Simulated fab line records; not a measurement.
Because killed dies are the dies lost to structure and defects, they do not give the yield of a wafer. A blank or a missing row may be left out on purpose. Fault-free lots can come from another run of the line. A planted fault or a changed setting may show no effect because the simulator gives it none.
Which of the tools did it? :: flow gf180mcu :: 39 wafers from 13 lots sampled at 5 of the route's 602 steps

== WHAT THE GAUGES SHOWED, per wafer ==
GF_NWELL_OVL_MEAS_07. Usual: NWELL_OVL gives -0.9 nm (standard deviation 1.3).
lot: L589
measured: day 3 07:22
on: overlay-02
NWELL_OVL (nm): -2.7 -1.3 -2.6
flag: 

lot: L591
measured: day 3 19:31
on: overlay-01
NWELL_OVL (nm): -2.1 -1.1 -0.9
flag: 

lot: L592
measured: day 3 22:27
on: overlay-02
NWELL_OVL (nm): -3.3 -2.2 -3.1
flag: 

lot: L593
measured: day 4 04:49
on: overlay-01
NWELL_OVL (nm): -0.3 -1.2 -2.9
flag: 

lot: L594
measured: day 4 09:45
on: overlay-01
NWELL_OVL (nm): -0.9 -0.7 -1.2
flag: 

lot: L596
measured: day 4 20:34
on: overlay-01
NWELL_OVL (nm): -3.3 -3.3 -2.7
flag: 

lot: L597
measured: day 5 02:43
on: overlay-01
NWELL_OVL (nm): -1.3 -0.8 -1.0
flag: 

lot: L601
measured: day 6 02:28
on: overlay-02
NWELL_OVL (nm): -0.2 -0.6 1.4
flag: 

lot: L602
measured: day 6 05:05
on: overlay-02
NWELL_OVL (nm): 2.3 0.9 1.3
flag: 

lot: L604
measured: day 6 17:34
on: overlay-01
NWELL_OVL (nm): -0.7 1.7 -0.1
flag: 

lot: L608
measured: day 7 16:46
on: overlay-02
NWELL_OVL (nm): -95.2 -94.7 -93.7
flag: OFF

lot: L609
measured: day 7 20:28
on: overlay-02
NWELL_OVL (nm): -92.2 -91.8 -92.5
flag: OFF

lot: L612
measured: day 8 14:31
on: overlay-02
NWELL_OVL (nm): -2.2 -0.8 0.5
flag: 

GF_V4_RS_MEAS_24: measurement is done with a four-point probe. Usual: V4_W_RS gives 0.326 ohm/sq (standard deviation 0.0034).
lot: L589
measured: day 24 09:50
on: film-metro-02
V4_W_RS (ohm/sq): 0.322 0.324 0.320
flag: 

lot: L591
measured: day 25 07:55
on: film-metro-03
V4_W_RS (ohm/sq): 0.328 0.333 0.333
flag: 

lot: L592
measured: day 25 10:44
on: film-metro-03
V4_W_RS (ohm/sq): 0.326 0.326 0.324
flag: 

lot: L593
measured: day 25 23:01
on: film-metro-01
V4_W_RS (ohm/sq): 0.326 0.331 0.327
flag: 

lot: L594
measured: day 26 00:58
on: film-metro-01
V4_W_RS (ohm/sq): 0.326 0.327 0.324
flag: 

lot: L596
measured: day 27 00:56
on: film-metro-02
V4_W_RS (ohm/sq): 0.327 0.324 0.321
flag: 

lot: L597
measured: day 27 03:59
on: film-metro-01
V4_W_RS (ohm/sq): 0.329 0.330 0.328
flag: 

lot: L601
measured: day 28 14:47
on: film-metro-03
V4_W_RS (ohm/sq): 0.331 0.327 0.327
flag: 

lot: L602
measured: day 28 20:01
on: film-metro-01
V4_W_RS (ohm/sq): 0.324 0.330 0.326
flag: 

lot: L604
measured: day 29 13:41
on: film-metro-01
V4_W_RS (ohm/sq): 0.330 0.330 0.330
flag: 

lot: L608
measured: day 30 13:04
on: film-metro-01
V4_W_RS (ohm/sq): 0.321 0.320 0.323
flag: 

lot: L609
measured: day 30 17:40
on: film-metro-03
V4_W_RS (ohm/sq): 0.323 0.321 0.323
flag: 

lot: L612
measured: day 31 13:05
on: film-metro-03
V4_W_RS (ohm/sq): 0.321 0.323 0.325
flag: 

== TOOL THAT RAN EACH LOT (tool first, then ch and the chambers of the sampled wafers, then the start) ==
lot: L589
GF_NWELL_EXPOSE_04: iline-stepper-02 ch 0, day 3 01:10
GF_M4_SPUTTER_04: pvd-sputter-04, day 22 09:40
GF_V4_ETCH_17: rie-diel-03 ch 0,2, day 24 09:50 or earlier

lot: L591
GF_NWELL_EXPOSE_04: iline-stepper-02 ch 0, day 3 12:58
GF_M4_SPUTTER_04: pvd-sputter-02, day 23 08:22
GF_V4_ETCH_17: rie-diel-01 ch 0,2,3, day 25 07:55 or earlier

lot: L592
GF_NWELL_EXPOSE_04: iline-stepper-01 ch 0, day 3 16:38
GF_M4_SPUTTER_04: pvd-sputter-03, day 23 11:14
GF_V4_ETCH_17: rie-diel-03 ch 0,1,2, day 25 10:44 or earlier

lot: L593
GF_NWELL_EXPOSE_04: iline-stepper-02 ch 0, day 3 22:18
GF_M4_SPUTTER_04: pvd-sputter-03, day 24 01:32
GF_V4_ETCH_17: rie-diel-03 ch 0,1,3, day 25 23:01 or earlier

lot: L594
GF_NWELL_EXPOSE_04: iline-stepper-02 ch 0, day 4 03:10
GF_M4_SPUTTER_04: pvd-sputter-04, day 24 03:22
GF_V4_ETCH_17: rie-diel-03 ch 0,1, day 26 00:58 or earlier

lot: L596
GF_NWELL_EXPOSE_04: iline-stepper-01 ch 0, day 4 13:50
GF_M4_SPUTTER_04: pvd-sputter-02, day 25 03:56
GF_V4_ETCH_17: rie-diel-02 ch 0,3, day 27 00:56 or earlier

lot: L597
GF_NWELL_EXPOSE_04: iline-stepper-01 ch 0, day 4 19:30
GF_M4_SPUTTER_04: pvd-sputter-04, day 25 08:06
GF_V4_ETCH_17: rie-diel-03 ch 0,1, day 27 03:59 or earlier

lot: L601
GF_NWELL_EXPOSE_04: iline-stepper-01 ch 0, day 5 19:25
GF_M4_SPUTTER_04: pvd-sputter-03, day 26 21:02
GF_V4_ETCH_17: rie-diel-02 ch 1,2,3, day 28 14:47 or earlier

lot: L602
GF_NWELL_EXPOSE_04: iline-stepper-02 ch 0, day 5 21:55
GF_M4_SPUTTER_04: pvd-sputter-03, day 27 01:45
GF_V4_ETCH_17: rie-diel-02 ch 1,2,3, day 28 20:01 or earlier

lot: L604
GF_NWELL_EXPOSE_04: iline-stepper-01 ch 0, day 6 10:28
GF_M4_SPUTTER_04: pvd-sputter-03, day 27 21:48
GF_V4_ETCH_17: rie-diel-03 ch 2,3, day 29 13:41 or earlier

lot: L608
GF_NWELL_EXPOSE_04: iline-stepper-02 ch 0, day 7 09:19
GF_M4_SPUTTER_04: pvd-sputter-04, day 28 20:51
GF_V4_ETCH_17: rie-diel-01 ch 0,2,3, day 30 13:04 or earlier

lot: L609
GF_NWELL_EXPOSE_04: iline-stepper-02 ch 0, day 7 12:13
GF_M4_SPUTTER_04: pvd-sputter-04, day 29 01:24
GF_V4_ETCH_17: rie-diel-03 ch 0,1,3, day 30 17:40 or earlier

lot: L612
GF_NWELL_EXPOSE_04: iline-stepper-01 ch 0, day 8 06:13
GF_M4_SPUTTER_04: pvd-sputter-03, day 29 21:22
GF_V4_ETCH_17: rie-diel-02 ch 0,1,2, day 31 13:05 or earlier
- GF_NWELL_EXPOSE_04: exposes mask Nwell, target cd 860 nm.
- GF_M4_SPUTTER_04: material TiN, target thk 50 nm, time 41.7 s.
- GF_V4_ETCH_17: etches SiO2 in C4F8/O2/Ar, stops on TiN, target depth 630 nm.

== WHAT THE TOOLS THEMSELVES READ (means of the sampled wafers that have a number; where no wafer has one, the mark that the record gives instead) ==
GF_NWELL_EXPOSE_04. Usual: reticle-temp-C at 22.99 C, with a standard deviation of 0.11.
lot: L589
tool: iline-stepper-02
reticle-temp-C (C): 23.04
flag: 

lot: L591
tool: iline-stepper-02
reticle-temp-C (C): 22.90
flag: 

lot: L592
tool: iline-stepper-01
reticle-temp-C (C): 23.05
flag: 

lot: L593
tool: iline-stepper-02
reticle-temp-C (C): 22.89
flag: 

lot: L594
tool: iline-stepper-02
reticle-temp-C (C): 22.85
flag: 

lot: L596
tool: iline-stepper-01
reticle-temp-C (C): 23.00
flag: 

lot: L597
tool: iline-stepper-01
reticle-temp-C (C): 23.01
flag: 

lot: L601
tool: iline-stepper-01
reticle-temp-C (C): 22.94
flag: 

lot: L602
tool: iline-stepper-02
reticle-temp-C (C): 22.96
flag: 

lot: L604
tool: iline-stepper-01
reticle-temp-C (C): 22.93
flag: 

lot: L608
tool: iline-stepper-02
reticle-temp-C (C): 23.01
flag: 

lot: L609
tool: iline-stepper-02
reticle-temp-C (C): 23.19
flag: 

lot: L612
tool: iline-stepper-01
reticle-temp-C (C): 22.83
flag: 

GF_M4_SPUTTER_04. Usual: throttle-valve-pct at 30.4 %, with a standard deviation of 0.78.
lot: L589
tool: pvd-sputter-04
throttle-valve-pct (%): 30.4
flag: 

lot: L591
tool: pvd-sputter-02
throttle-valve-pct (%): 30.6
flag: 

lot: L592
tool: pvd-sputter-03
throttle-valve-pct (%): 30.7
flag: 

lot: L593
tool: pvd-sputter-03
throttle-valve-pct (%): 31.0
flag: 

lot: L594
tool: pvd-sputter-04
throttle-valve-pct (%): 30.8
flag: 

lot: L596
tool: pvd-sputter-02
throttle-valve-pct (%): 30.7
flag: 

lot: L597
tool: pvd-sputter-04
throttle-valve-pct (%): 30.4
flag: 

lot: L601
tool: pvd-sputter-03
throttle-valve-pct (%): 29.8
flag: 

lot: L602
tool: pvd-sputter-03
throttle-valve-pct (%): 30.2
flag: 

lot: L604
tool: pvd-sputter-03
throttle-valve-pct (%): 30.8
flag: 

lot: L608
tool: pvd-sputter-04
throttle-valve-pct (%): 30.3
flag: 

lot: L609
tool: pvd-sputter-04
throttle-valve-pct (%): 30.2
flag: 

lot: L612
tool: pvd-sputter-03
throttle-valve-pct (%): 31.1
flag: 

GF_V4_ETCH_17. Usual: chamber-pressure-mTorr 40.00 mTorr, standard deviation 0.035; oes-product-au 0.856 a.u., standard deviation 0.004.
lot: L589
tool: rie-diel-03
chamber-pressure-mTorr (mTorr): 40.00
oes-product-au (a.u.): 0.853
flag: 

lot: L591
tool: rie-diel-01
chamber-pressure-mTorr (mTorr): 39.98
oes-product-au (a.u.): 0.858
flag: 

lot: L592
tool: rie-diel-03
chamber-pressure-mTorr (mTorr): 39.99
oes-product-au (a.u.): 0.854
flag: 

lot: L593
tool: rie-diel-03
chamber-pressure-mTorr (mTorr): 40.00
oes-product-au (a.u.): 0.856
flag: 

lot: L594
tool: rie-diel-03
chamber-pressure-mTorr (mTorr): 40.02
oes-product-au (a.u.): 0.852
flag: 

lot: L596
tool: rie-diel-02
chamber-pressure-mTorr (mTorr): 39.98
oes-product-au (a.u.): 0.855
flag: 

lot: L597
tool: rie-diel-03
chamber-pressure-mTorr (mTorr): 39.99
oes-product-au (a.u.): 0.856
flag: 

lot: L601
tool: rie-diel-02
chamber-pressure-mTorr (mTorr): 40.02
oes-product-au (a.u.): 0.852
flag: 

lot: L602
tool: rie-diel-02
chamber-pressure-mTorr (mTorr): 39.99
oes-product-au (a.u.): 0.861
flag: 

lot: L604
tool: rie-diel-03
chamber-pressure-mTorr (mTorr): 39.99
oes-product-au (a.u.): 0.856
flag: 

lot: L608
tool: rie-diel-01
chamber-pressure-mTorr (mTorr): 40.04
oes-product-au (a.u.): 0.859
flag: 

lot: L609
tool: rie-diel-03
chamber-pressure-mTorr (mTorr): 40.01
oes-product-au (a.u.): 0.856
flag: 

lot: L612
tool: rie-diel-02
chamber-pressure-mTorr (mTorr): 39.99
oes-product-au (a.u.): 0.853
flag: 

== THE ANSWER, worked out from the rows above alone ==
Rule: a lot counts as off when the mean over its wafers that have a number is more than 3 standard deviations away from the usual mean. A lot without any number at a reading at which 4 lots or more have one is off too. Where the step has rows for the other lots, those lots are counted as sound. First the gauges in route order, then the tools' own readings, where a lot's mean is used as printed above. The first step at which some lot is off is used, and at that step the reading that is off furthest; a lot without a number counts as furthest.
Off: L608, L609, seen at GF_NWELL_OVL_MEAS_07 (NWELL_OVL).
A tool fits if, at a process step before that reading, it ran every lot that is off, and no sound lot after the first of them. The gauges at GF_NWELL_OVL_MEAS_07 are tried like those tools. One fits: iline-stepper-02 at GF_NWELL_EXPOSE_04. A fault onset in the window from L602 (day 5 21:55, its last sound lot) to L608 (day 7 09:19, its first lot off) fits.

== WHAT WAS PUT IN BY THE SIMULATOR ==
Scanner matching overlay: iline-stepper-02, from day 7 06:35 on, at GF_NWELL_EXPOSE_04. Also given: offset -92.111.
Struck lots among those shown: L608, L609. This agrees with what the rule above found.
